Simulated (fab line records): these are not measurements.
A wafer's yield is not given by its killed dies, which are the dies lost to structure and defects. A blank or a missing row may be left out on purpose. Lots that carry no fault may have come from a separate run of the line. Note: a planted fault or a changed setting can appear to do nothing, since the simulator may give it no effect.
A struck lot beside a sound one + flow sky130 + 14 steps out of a route of 708
Sound: these wafers, L841.1, L841.2, L841.4. The struck wafers were L834.1, L834.3, L834.6. The cause is named last.
Per side, at each step with rows, come the tool, then ch with its chambers, and then its first start. Under that, the readings that differ: sound wafers + struck wafers + difference of the means + sigmas: that difference in standard deviations of wafers without a fault.
alike: a reading whose means differ by less than 2 such deviations, as well as words and numbers matching on both sides. not compared: withheld readings; readings where some wafer has no value; bounds like >300 that might hide an equal value; numbers whose values overlap and for which the record gives no deviation.
A row with sigmas, a row that says differs or no value, or rows on one side alone: a step with any of these is where the two part. Numbers that have no deviation but don't overlap get no sigmas and don't part them. Lack of a reading on every wafer of one side parts them only where that side has two or more wafers.

SKY_LI_CONTACT_CVD_21: deposits W, target thk 400 nm, time 120.56 s.
  sound on cvdW-02 ch 0,1, day 34 12:46; struck on cvdW-01 ch 0, day 32 13:11
  alike: heaterPowerW
SKY_LI_CONTACT_RS_MEAS_22: a four-point-probe measurement.
  struck on filmMetro-04, day 32 13:19; sound on filmMetro-04, day 34 12:53
  alike: LI_CONTACT_W_RS
SKY_LI_CONTACT_THK_MEAS_23: measures by xrf.
  struck on filmMetro-04, day 32 13:26; sound on filmMetro-04, day 34 13:01
  alike: LI_CONTACT_W_THK
SKY_LI_CONTACT_CMP_24: polishes, stops on PSG, t overpolish 20 s, target thk 0 nm.
  sound on cmp-01 ch 1,2,3, day 34 13:04; struck on cmp-01 ch 1,2,3, day 32 13:32
  alike: motorCurrentA, overpolishRunS, timeToEndpointS
SKY_LOCAL_INTERCONNECT_SPUTTER_00: material TiN, target thk 100 nm, time 83.3 s.
  struck on pvdSputter-04, day 32 13:47; sound on pvdSputter-03, day 34 13:22
  alike: throttleValvePct
SKY_LOCAL_INTERCONNECT_RS_MEAS_01: a four-point-probe measurement.
  struck on filmMetro-04, day 32 13:52; sound on filmMetro-02, day 34 13:26
  alike: LOCAL_INTERCONNECT_TIN_RS
SKY_LOCAL_INTERCONNECT_THK_MEAS_02: measures by xrf.
  struck on filmMetro-04, day 32 13:59; sound on filmMetro-02, day 34 13:33
  alike: LOCAL_INTERCONNECT_TIN_THK
then, 5 steps without rows for these wafers: SKY_LOCAL_INTERCONNECT_DEHYDRATE_03 (time 60 s); SKY_LOCAL_INTERCONNECT_HMDS_04 (prime time 60 s); SKY_LOCAL_INTERCONNECT_COAT_05 (resist thk 60 nm); SKY_LOCAL_INTERCONNECT_COAT_06 (resist thk 450 nm); SKY_LOCAL_INTERCONNECT_SOFTBAKE_07 (time 90 s).
SKY_LOCAL_INTERCONNECT_EXPOSE_08: exposes mask LI1M, target cd 170 nm.
  struck on krfScanner-02, day 33 03:16; sound on krfScanner-02 ch 0, day 35 02:54
  no value came back on the struck wafers for exposureDoseMJCm2, focusOffsetNm (nm); on the sound wafers exposureDoseMJCm2 reads 28.01 28.02 27.98
  alike: mask
after that, 1 step had no rows for these wafers: SKY_LOCAL_INTERCONNECT_PEB_09.

== WHERE THEY PART ==
At SKY_LOCAL_INTERCONNECT_EXPOSE_08 and nowhere else, as far as this record goes.

WHY: the cause the simulator had injected
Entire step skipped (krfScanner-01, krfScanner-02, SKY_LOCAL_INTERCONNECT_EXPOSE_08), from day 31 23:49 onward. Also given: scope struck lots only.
